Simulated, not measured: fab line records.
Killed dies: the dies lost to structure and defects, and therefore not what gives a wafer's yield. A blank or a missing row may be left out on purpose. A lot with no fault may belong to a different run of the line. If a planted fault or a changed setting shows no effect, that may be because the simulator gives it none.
Which tool did it? :: flow gf180mcu :: 42 wafers from 14 lots sampled at 5 of the route's 602 steps

WHAT THE GAUGES SHOWED, per wafer
GF_POLY_GATE_CD_MEAS_10: target cd 280 nm. Usual: 279.9 nm for cd-nm, sd 1.3.
lot: L461
measured: day 9 03:26
on: cd-sem-02
cd-nm (nm): 278.4 278.5 278.3
flag: 

lot: L462
measured: day 9 10:25
on: cd-sem-01
cd-nm (nm): 279.2 278.5 279.4
flag: 

lot: L464
measured: day 10 08:08
on: cd-sem-02
cd-nm (nm): 281.5 280.4 281.3
flag: 

lot: L465
measured: day 10 08:40
on: cd-sem-02
cd-nm (nm): 281.0 280.7 281.9
flag: 

lot: L466
measured: day 11 01:01
on: cd-sem-01
cd-nm (nm): 282.3 281.6 281.2
flag: 

lot: L467
measured: day 11 01:15
on: cd-sem-02
cd-nm (nm): 278.7 278.9 279.2
flag: 

lot: L474
measured: day 13 02:43
on: cd-sem-02
cd-nm (nm): 280.9 281.4 281.0
flag: 

lot: L475
measured: day 13 11:39
on: cd-sem-02
cd-nm (nm): 279.8 280.2 279.6
flag: 

lot: L476
measured: day 13 12:55
on: cd-sem-02
cd-nm (nm): 282.8 281.0 281.1
flag: 

lot: L477
measured: day 13 21:25
on: cd-sem-02
cd-nm (nm): 280.4 280.7 279.7
flag: 

lot: L478
measured: day 14 04:29
on: cd-sem-02
cd-nm (nm): 278.7 277.3 278.2
flag: 

lot: L480
measured: day 14 19:39
on: cd-sem-01
cd-nm (nm): 279.4 279.7 279.7
flag: 

lot: L481
measured: day 15 02:52
on: cd-sem-02
cd-nm (nm): 280.7 280.5 280.5
flag: 

lot: L482
measured: day 15 09:22
on: cd-sem-01
cd-nm (nm): 280.8 280.8 280.6
flag: 

GF_POLY_GATE_THK_MEAS_17. Usual: for POLY_GATE_OXIDATION_THK the level is 3.98 nm and the standard deviation is 0.075.
lot: L461
measured: day 9 09:35
on: film-metro-02
POLY_GATE_OXIDATION_THK (nm): 3.94 4.04 3.93
flag: 

lot: L462
measured: day 9 15:14
on: film-metro-02
POLY_GATE_OXIDATION_THK (nm): 3.92 3.99 3.90
flag: 

lot: L464
measured: day 10 09:47
on: film-metro-03
POLY_GATE_OXIDATION_THK (nm): 4.11 4.13 4.10
flag: 

lot: L465
measured: day 10 11:10
on: film-metro-03
POLY_GATE_OXIDATION_THK (nm): 4.04 4.02 4.11
flag: 

lot: L466
measured: day 11 02:40
on: film-metro-04
POLY_GATE_OXIDATION_THK (nm): 3.88 3.97 3.94
flag: 

lot: L467
measured: day 11 02:55
on: film-metro-02
POLY_GATE_OXIDATION_THK (nm): 3.95 4.00 3.99
flag: 

lot: L474
measured: day 13 04:37
on: film-metro-02
POLY_GATE_OXIDATION_THK (nm): 3.97 3.86 3.90
flag: 

lot: L475
measured: day 13 13:19
on: film-metro-04
POLY_GATE_OXIDATION_THK (nm): 3.94 3.90 3.90
flag: 

lot: L476
measured: day 13 16:08
on: film-metro-03
POLY_GATE_OXIDATION_THK (nm): 3.99 3.98 4.01
flag: 

lot: L477
measured: day 13 23:04
on: film-metro-03
POLY_GATE_OXIDATION_THK (nm): 3.92 3.93 3.95
flag: 

lot: L478
measured: day 14 06:49
on: film-metro-04
POLY_GATE_OXIDATION_THK (nm): 4.02 3.95 4.02
flag: 

lot: L480
measured: day 14 22:32
on: film-metro-04
POLY_GATE_OXIDATION_THK (nm): 4.02 4.07 3.94
flag: 

lot: L481
measured: day 15 08:13
on: film-metro-02
POLY_GATE_OXIDATION_THK (nm): 3.95 3.89 3.90
flag: 

lot: L482
measured: day 15 15:02
on: film-metro-02
POLY_GATE_OXIDATION_THK (nm): 3.98 4.06 4.07
flag: 

GF_HV_LDD_CD_MEAS_46: target cd 400 nm. Usual: 400.3 nm for cd-nm, sd 2.2.
lot: L461
measured: day 12 16:07
on: cd-sem-02
cd-nm (nm): 398.8 398.5 398.9
flag: 

lot: L462
measured: day 12 16:28
on: cd-sem-02
cd-nm (nm): 400.6 398.6 401.5
flag: 

lot: L464
measured: day 13 15:12
on: cd-sem-01
cd-nm (nm): 399.0 398.5 399.7
flag: 

lot: L465
measured: day 13 17:32
on: cd-sem-01
cd-nm (nm): 404.7 400.3 403.4
flag: 

lot: L466
measured: day 14 10:38
on: cd-sem-02
cd-nm (nm): 397.1 398.0 397.1
flag: 

lot: L467
measured: day 14 10:47
on: cd-sem-01
cd-nm (nm): 396.4 398.1 397.5
flag: 

lot: L474
measured: day 16 18:44
on: cd-sem-02
cd-nm (nm): 401.3 396.0 400.3
flag: 

lot: L475
measured: day 17 03:19
on: cd-sem-01
cd-nm (nm): 400.8 401.7 401.0
flag: 

lot: L476
measured: day 17 06:17
on: cd-sem-01
cd-nm (nm): 396.9 395.7 397.6
flag: 

lot: L477
measured: day 17 14:14
on: cd-sem-01
cd-nm (nm): 400.9 399.6 401.7
flag: 

lot: L478
measured: day 18 00:10
on: cd-sem-02
cd-nm (nm): 399.1 401.7 402.1
flag: 

lot: L480
measured: day 18 16:10
on: cd-sem-01
cd-nm (nm): 399.3 401.2 400.5
flag: 

lot: L481
measured: day 19 04:05
on: cd-sem-02
cd-nm (nm): 399.7 399.7 399.8
flag: 

lot: L482
measured: day 19 13:41
on: cd-sem-01
cd-nm (nm): 401.2 405.3 405.3
flag: 

GF_HV_LDD_THK_MEAS_55. Usual: for HV_LDD_CVD_54_THK the level is 9.98 nm and the standard deviation is 0.12.
lot: L461
measured: day 12 17:49
on: film-metro-02
HV_LDD_CVD_54_THK (nm): 9.88 10.20 9.99
flag: 

lot: L462
measured: day 12 18:10
on: film-metro-02
HV_LDD_CVD_54_THK (nm): 10.01 9.96 9.83
flag: 

lot: L464
measured: day 13 16:54
on: film-metro-02
HV_LDD_CVD_54_THK (nm): 14.04 14.00 13.96
flag: OFF

lot: L465
measured: day 13 19:18
on: film-metro-04
HV_LDD_CVD_54_THK (nm): 14.05 14.04 14.08
flag: OFF

lot: L466
measured: day 14 12:59
on: film-metro-02
HV_LDD_CVD_54_THK (nm): 14.15 14.08 14.22
flag: OFF

lot: L467
measured: day 14 12:58
on: film-metro-04
HV_LDD_CVD_54_THK (nm): 14.11 14.16 14.22
flag: OFF

lot: L474
measured: day 16 20:28
on: film-metro-02
HV_LDD_CVD_54_THK (nm): 10.06 10.04 10.09
flag: 

lot: L475
measured: day 17 05:35
on: film-metro-04
HV_LDD_CVD_54_THK (nm): 9.84 9.78 9.89
flag: 

lot: L476
measured: day 17 07:59
on: film-metro-01
HV_LDD_CVD_54_THK (nm): 9.95 9.82 9.96
flag: 

lot: L477
measured: day 17 16:29
on: film-metro-04
HV_LDD_CVD_54_THK (nm): 9.88 10.04 10.03
flag: 

lot: L478
measured: day 18 02:23
on: film-metro-02
HV_LDD_CVD_54_THK (nm): 10.04 10.10 10.01
flag: 

lot: L480
measured: day 18 17:54
on: film-metro-02
HV_LDD_CVD_54_THK (nm): 9.93 10.02 10.08
flag: 

lot: L481
measured: day 19 06:18
on: film-metro-02
HV_LDD_CVD_54_THK (nm): 9.85 9.94 9.92
flag: 

lot: L482
measured: day 19 15:25
on: film-metro-02
HV_LDD_CVD_54_THK (nm): 10.15 10.21 10.12
flag: 

EACH LOT AND THE TOOL THAT RAN IT (in order: tool; ch and the chambers of the sampled wafers; start)
lot: L461
GF_HV_LDD_CVD_54: lpcvd-01 ch 1, day 12 16:46

lot: L462
GF_HV_LDD_CVD_54: lpcvd-02 ch 0, day 12 17:08

lot: L464
GF_HV_LDD_CVD_54: lpcvd-02 ch 1, day 13 15:52

lot: L465
GF_HV_LDD_CVD_54: lpcvd-02 ch 1, day 13 18:16

lot: L466
GF_HV_LDD_CVD_54: lpcvd-02 ch 1, day 14 11:56

lot: L467
GF_HV_LDD_CVD_54: lpcvd-02 ch 1, day 14 11:56

lot: L474
GF_HV_LDD_CVD_54: lpcvd-01 ch 0, day 16 19:26

lot: L475
GF_HV_LDD_CVD_54: lpcvd-02 ch 1, day 17 04:04

lot: L476
GF_HV_LDD_CVD_54: lpcvd-01 ch 1, day 17 06:58

lot: L477
GF_HV_LDD_CVD_54: lpcvd-02 ch 1, day 17 14:56

lot: L478
GF_HV_LDD_CVD_54: lpcvd-02 ch 1, day 18 00:52

lot: L480
GF_HV_LDD_CVD_54: lpcvd-02 ch 0, day 18 16:53

lot: L481
GF_HV_LDD_CVD_54: lpcvd-01 ch 1, day 19 04:46

lot: L482
GF_HV_LDD_CVD_54: lpcvd-01 ch 0, day 19 14:23
- GF_HV_LDD_CVD_54: deposits SiO2 from TEOS, target thk 10 nm, time 75 s.

AS READ BY THE TOOLS THEMSELVES (means over the sampled wafers that have a number; for cases with no such wafer, the mark the record gives instead)
GF_HV_LDD_CVD_54. Usual: spike-tc-bottom-C 702 C, standard deviation 3.6; spike-tc-centre-C 681.1 C, standard deviation 1.3; spike-tc-lower-C 680.0 C, standard deviation 1.3; spike-tc-top-C 696.9 C, standard deviation 2; spike-tc-upper-C 679.0 C, standard deviation 1.7; zone-power-bottom-pct 17.1 %, standard deviation 1.3.
lot: L461
tool: lpcvd-01
spike-tc-bottom-C (C): 698
spike-tc-centre-C (C): 682.1
spike-tc-lower-C (C): 680.5
spike-tc-top-C (C): 699.0
spike-tc-upper-C (C): 679.4
zone-power-bottom-pct (%): 15.7
flag: 

lot: L462
tool: lpcvd-02
spike-tc-bottom-C (C): 699
spike-tc-centre-C (C): 682.0
spike-tc-lower-C (C): 677.8
spike-tc-top-C (C): 695.3
spike-tc-upper-C (C): 679.9
zone-power-bottom-pct (%): 15.2
flag: 

lot: L464
tool: lpcvd-02
spike-tc-bottom-C (C): 720
spike-tc-centre-C (C): 694.2
spike-tc-lower-C (C): 694.5
spike-tc-top-C (C): 712.3
spike-tc-upper-C (C): 691.7
zone-power-bottom-pct (%): 19.0
flag: OFF

lot: L465
tool: lpcvd-02
spike-tc-bottom-C (C): 721
spike-tc-centre-C (C): 696.0
spike-tc-lower-C (C): 695.0
spike-tc-top-C (C): 712.9
spike-tc-upper-C (C): 691.1
zone-power-bottom-pct (%): 18.8
flag: OFF

lot: L466
tool: lpcvd-02
spike-tc-bottom-C (C): 720
spike-tc-centre-C (C): 694.2
spike-tc-lower-C (C): 694.9
spike-tc-top-C (C): 711.8
spike-tc-upper-C (C): 692.2
zone-power-bottom-pct (%): 18.9
flag: OFF

lot: L467
tool: lpcvd-02
spike-tc-bottom-C (C): 719
spike-tc-centre-C (C): 695.5
spike-tc-lower-C (C): 694.1
spike-tc-top-C (C): 711.5
spike-tc-upper-C (C): 692.3
zone-power-bottom-pct (%): 18.9
flag: OFF

lot: L474
tool: lpcvd-01
spike-tc-bottom-C (C): 697
spike-tc-centre-C (C): 680.5
spike-tc-lower-C (C): 680.8
spike-tc-top-C (C): 693.7
spike-tc-upper-C (C): 679.7
zone-power-bottom-pct (%): 17.0
flag: 

lot: L475
tool: lpcvd-02
spike-tc-bottom-C (C): 706
spike-tc-centre-C (C): 681.1
spike-tc-lower-C (C): 681.9
spike-tc-top-C (C): 697.9
spike-tc-upper-C (C): 677.3
zone-power-bottom-pct (%): 18.5
flag: 

lot: L476
tool: lpcvd-01
spike-tc-bottom-C (C): 699
spike-tc-centre-C (C): 682.9
spike-tc-lower-C (C): 680.9
spike-tc-top-C (C): 698.3
spike-tc-upper-C (C): 680.7
zone-power-bottom-pct (%): 15.8
flag: 

lot: L477
tool: lpcvd-02
spike-tc-bottom-C (C): 704
spike-tc-centre-C (C): 681.5
spike-tc-lower-C (C): 679.9
spike-tc-top-C (C): 698.4
spike-tc-upper-C (C): 677.5
zone-power-bottom-pct (%): 18.4
flag: 

lot: L478
tool: lpcvd-02
spike-tc-bottom-C (C): 705
spike-tc-centre-C (C): 680.7
spike-tc-lower-C (C): 680.2
spike-tc-top-C (C): 697.4
spike-tc-upper-C (C): 676.5
zone-power-bottom-pct (%): 18.5
flag: 

lot: L480
tool: lpcvd-02
spike-tc-bottom-C (C): 700
spike-tc-centre-C (C): 681.9
spike-tc-lower-C (C): 679.6
spike-tc-top-C (C): 695.2
spike-tc-upper-C (C): 680.6
zone-power-bottom-pct (%): 15.2
flag: 

lot: L481
tool: lpcvd-01
spike-tc-bottom-C (C): 699
spike-tc-centre-C (C): 683.1
spike-tc-lower-C (C): 680.8
spike-tc-top-C (C): 699.0
spike-tc-upper-C (C): 680.4
zone-power-bottom-pct (%): 15.8
flag: 

lot: L482
tool: lpcvd-01
spike-tc-bottom-C (C): 698
spike-tc-centre-C (C): 680.4
spike-tc-lower-C (C): 679.5
spike-tc-top-C (C): 693.8
spike-tc-upper-C (C): 679.8
zone-power-bottom-pct (%): 17.1
flag: 

THE ANSWER, worked out from the rows above alone
Rule: take the mean of a lot's wafers that have a number; if it is more than 3 standard deviations from the usual mean, the lot is off. Also off: a lot with no number at a reading for which 4 or more lots have one. All remaining lots with rows at the step are treated as sound. After the gauges, taken in route order, come the tools' own readings; for these a lot's mean is taken, as printed above. The first step at which some lot is off is used, and at that step the reading that is off furthest; a lot without a number counts as furthest.
Off: at GF_HV_LDD_THK_MEAS_55 (HV_LDD_CVD_54_THK), L464, L465, L466, L467.
A tool fits if, at a process step before that reading, it ran every lot that is off, and no sound lot after the first of them. The gauges at GF_HV_LDD_THK_MEAS_55 aren't tried: what is off there is off at GF_HV_LDD_CVD_54 too, on other tools, and a gauge's error can't cause that. Not one of the candidates tried fits.

WHAT THE SIMULATOR HAD INSERTED
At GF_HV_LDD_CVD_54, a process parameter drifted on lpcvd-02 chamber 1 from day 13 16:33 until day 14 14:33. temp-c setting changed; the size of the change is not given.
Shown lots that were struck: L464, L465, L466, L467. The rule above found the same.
